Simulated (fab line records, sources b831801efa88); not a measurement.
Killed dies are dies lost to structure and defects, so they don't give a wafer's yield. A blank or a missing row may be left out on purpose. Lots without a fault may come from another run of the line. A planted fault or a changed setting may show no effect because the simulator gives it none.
Which tool did it? | flow sky130 | 12 lots, 36 wafers sampled, at 5 steps of a route of 708

WHAT THE GAUGES READ, wafer by wafer
The record holds no reading of a measuring or inspecting step that can be judged against a usual standard deviation.

WHICH TOOL RAN EACH LOT (tool, then ch and the chambers of the sampled wafers, then the start)
lot  | SKY_CAPM_STRIP_14                    | SKY_METAL3_ETCH_16                | SKY_VIA3_CMP_02               | SKY_VIA3_ETCH_15                   | SKY_PAD_OPEN_PROBE_99
L333 | plasma_asher-01 ch 0,1, day 38 04:09 | rie_metal-03 ch 0,1, day 39 05:34 | cmp-01 ch 0,1, day 39 06:43   | rie_diel-02 ch 1,2, day 40 07:40   | -
L334 | plasma_asher-03 ch 0,1, day 38 04:32 | rie_metal-01 ch 0, day 39 05:56   | cmp-01 ch 1,3, day 39 07:12   | rie_diel-04 ch 0,2,3, day 40 08:16 | -
L336 | plasma_asher-01 ch 0, day 39 04:58   | rie_metal-03 ch 0,1, day 40 05:34 | cmp-01 ch 0,2,3, day 40 06:41 | rie_diel-04 ch 0,2,3, day 41 07:37 | -
L337 | plasma_asher-04 ch 0,1, day 39 09:13 | rie_metal-03 ch 0,1, day 40 09:52 | cmp-01 ch 0,1,3, day 40 10:59 | rie_diel-02 ch 0,1,2, day 41 11:16 | -
L338 | plasma_asher-03 ch 0,1, day 39 13:22 | rie_metal-01 ch 0, day 40 14:29   | cmp-01 ch 1,2,3, day 40 15:40 | rie_diel-02 ch 0,1,3, day 41 15:47 | -
L339 | plasma_asher-04 ch 0,1, day 39 23:05 | rie_metal-03 ch 0,1, day 40 23:06 | cmp-02 ch 1,2, day 41 00:13   | rie_diel-01 ch 0,2, day 42 00:49   | prober-01, day 47 19:56
L343 | plasma_asher-03 ch 0,1, day 40 13:59 | rie_metal-02 ch 0,1, day 41 14:34 | cmp-02 ch 0,2,3, day 41 15:44 | rie_diel-01 ch 1,3, day 42 16:01   | -
L345 | plasma_asher-04 ch 1, day 40 23:17   | rie_metal-03 ch 1, day 41 23:37   | cmp-02 ch 1,2, day 42 00:52   | rie_diel-01 ch 1,2,3, day 43 00:20 | -
L346 | plasma_asher-03 ch 0,1, day 41 05:42 | rie_metal-02 ch 0,1, day 42 05:43 | cmp-02 ch 0,1,3, day 42 07:16 | rie_diel-02 ch 0,1,3, day 43 06:26 | prober-01, day 48 19:35
L347 | plasma_asher-04 ch 0,1, day 41 15:22 | rie_metal-03 ch 0,1, day 42 15:26 | cmp-01 ch 0,1,3, day 42 16:39 | rie_diel-02 ch 0,1,2, day 43 16:29 | prober-02, day 49 03:06
L348 | plasma_asher-03 ch 0,1, day 42 16:57 | rie_metal-02 ch 0,1, day 43 16:36 | cmp-01 ch 1,2,3, day 43 17:52 | rie_diel-01 ch 0,2,3, day 44 16:32 | prober-01, day 49 23:08
L350 | plasma_asher-04 ch 0,1, day 42 17:17 | rie_metal-01 ch 0,1, day 43 16:52 | cmp-01 ch 1,2, day 43 18:10   | rie_diel-04 ch 1,2,3, day 44 17:16 | -
- SKY_CAPM_STRIP_14: strips in O2/N2.
- SKY_METAL3_ETCH_16: etches BARC in N2/H2, stops on SiO2, time 88.2 s, target depth 60 nm.
- SKY_VIA3_CMP_02: polishes SiO2.
- SKY_VIA3_ETCH_15: etches SiO2 in C4F8/O2/Ar, stops on TiN, target depth 507 nm, time 78 s.
- SKY_PAD_OPEN_PROBE_99

WHAT THE TOOLS THEMSELVES READ (means of the sampled wafers that have a number; where no wafer has one, the mark that the record gives instead)
SKY_CAPM_STRIP_14.
lot  | tool            | drypump_motor_current_A (A) | oes_product_au (a.u.) | strip_time_to_endpoint_s (s)
L333 | plasma_asher-01 | 5.51                        | 0.711                 | 12.71
L334 | plasma_asher-03 | 5.67                        | 0.711                 | 12.59
L336 | plasma_asher-01 | 5.72                        | 0.714                 | 12.63
L337 | plasma_asher-04 | 5.94                        | 0.708                 | 12.65
L338 | plasma_asher-03 | 5.70                        | 0.706                 | 12.72
L339 | plasma_asher-04 | 5.94                        | 0.708                 | 12.59
L343 | plasma_asher-03 | 5.65                        | 0.712                 | 12.60
L345 | plasma_asher-04 | 6.15                        | 0.711                 | 12.69
L346 | plasma_asher-03 | 5.71                        | 0.712                 | 12.70
L347 | plasma_asher-04 | 6.04                        | 0.709                 | 12.58
L348 | plasma_asher-03 | 5.66                        | 0.711                 | 12.71
L350 | plasma_asher-04 | 6.05                        | 0.711                 | 12.64

SKY_METAL3_ETCH_16.
lot  | tool         | drypump_motor_current_A (A) | he_backside_leak_sccm (sccm) | oes_product_au (a.u.) | throttle_valve_pct (%)
L333 | rie_metal-03 | 6.3                         | 3.56                         | 0.630                 | 13.212
L334 | rie_metal-01 | 4.9                         | 3.13                         | 0.628                 | 13.202
L336 | rie_metal-03 | 6.3                         | 3.61                         | 0.626                 | 13.205
L337 | rie_metal-03 | 6.3                         | 3.75                         | 0.625                 | 13.202
L338 | rie_metal-01 | 4.9                         | 3.11                         | 0.628                 | 13.195
L339 | rie_metal-03 | 6.1                         | 3.40                         | 0.625                 | 13.203
L343 | rie_metal-02 | 5.2                         | 3.38                         | 0.630                 | 13.199
L345 | rie_metal-03 | 5.9                         | 3.54                         | 0.625                 | 13.205
L346 | rie_metal-02 | 5.2                         | 3.36                         | 0.624                 | 13.198
L347 | rie_metal-03 | 6.1                         | 3.46                         | 0.626                 | 13.206
L348 | rie_metal-02 | 5.5                         | 3.40                         | 0.624                 | 13.199
L350 | rie_metal-01 | 5.0                         | 3.11                         | 0.631                 | 13.198

SKY_VIA3_CMP_02.
lot  | tool   | motor_current_A (A) | retaining_ring_pressure_frac
L333 | cmp-01 | 13.0                | 1.001
L334 | cmp-01 | 13.8                | 0.996
L336 | cmp-01 | 11.6                | 1.002
L337 | cmp-01 | 12.5                | 1.002
L338 | cmp-01 | 12.5                | 0.999
L339 | cmp-02 | 11.6                | 0.996
L343 | cmp-02 | 11.9                | 1.006
L345 | cmp-02 | 11.6                | 0.998
L346 | cmp-02 | 12.1                | 1.003
L347 | cmp-01 | 12.4                | 1.001
L348 | cmp-01 | 12.7                | 1.000
L350 | cmp-01 | 13.7                | 1.005

SKY_VIA3_ETCH_15.
lot  | tool        | oes_product_au (a.u.)
L333 | rie_diel-02 | 0.944
L334 | rie_diel-04 | 0.947
L336 | rie_diel-04 | 0.946
L337 | rie_diel-02 | 0.947
L338 | rie_diel-02 | 0.944
L339 | rie_diel-01 | 0.943
L343 | rie_diel-01 | 0.945
L345 | rie_diel-01 | 0.939
L346 | rie_diel-02 | 0.944
L347 | rie_diel-02 | 0.948
L348 | rie_diel-01 | 0.946
L350 | rie_diel-04 | 0.947

SKY_PAD_OPEN_PROBE_99.
lot  | tool      | defect_limited_yield (%) | killed_at_M0_to_M3 | killed_at_M4_up | killed_at_contacts | killed_at_front_end | killed_at_other | killed_dies | killed_open | killed_short | sort_bin_3_pad_short (%) | sort_bin_5_function (%) | sort_bin_6_memory (%) | sort_n_pass | sort_yield_pct (%)
L339 | prober-01 | 83.3                     | 42                 | 3.0             | 19                 | 16                  | 1.7             | 82          | 43          | 37           | 0.9                      | 10.3                    | 5.6                   | 410         | 83.3
L346 | prober-01 | 73.6                     | 86                 | 3.3             | 27                 | 14                  | 0.0             | 130         | 41          | 40           | 3.9                      | 15.7                    | 6.9                   | 362         | 73.6
L347 | prober-02 | 70.5                     | 94                 | 3.3             | 31                 | 16                  | 0.3             | 145         | 54          | 42           | 4.4                      | 16.4                    | 8.6                   | 347         | 70.5
L348 | prober-01 | 81.4                     | 46                 | 4.0             | 26                 | 15                  | 0.0             | 91          | 50          | 41           | 0.9                      | 11.5                    | 6.1                   | 401         | 81.4

THE ANSWER, worked out from the rows above alone
Rule: what is usual is taken from the lots themselves. Put in order of their means at a reading, lots are off if they are a third of the lots or fewer, leave a main group of 4 or more, and stand apart from it by a gap of 3 or more times the standard deviation of the main group's means; of several such gaps the widest counts. A main group whose means are all the same, to the digits that the tables above print for the reading, isn't used. A lot without any number at a reading at which 4 lots or more have one is off too. The other lots that the step has rows for count as sound. The gauges are gone through in route order, then the tools' own readings, and for those a lot's mean is taken as printed above. The first step at which some lot is off is used, and at that step the reading that is off furthest; a lot without a number counts as furthest.
No lot is off at any reading shown: from this, nothing can be told.

WHAT THE SIMULATOR HAD PUT IN
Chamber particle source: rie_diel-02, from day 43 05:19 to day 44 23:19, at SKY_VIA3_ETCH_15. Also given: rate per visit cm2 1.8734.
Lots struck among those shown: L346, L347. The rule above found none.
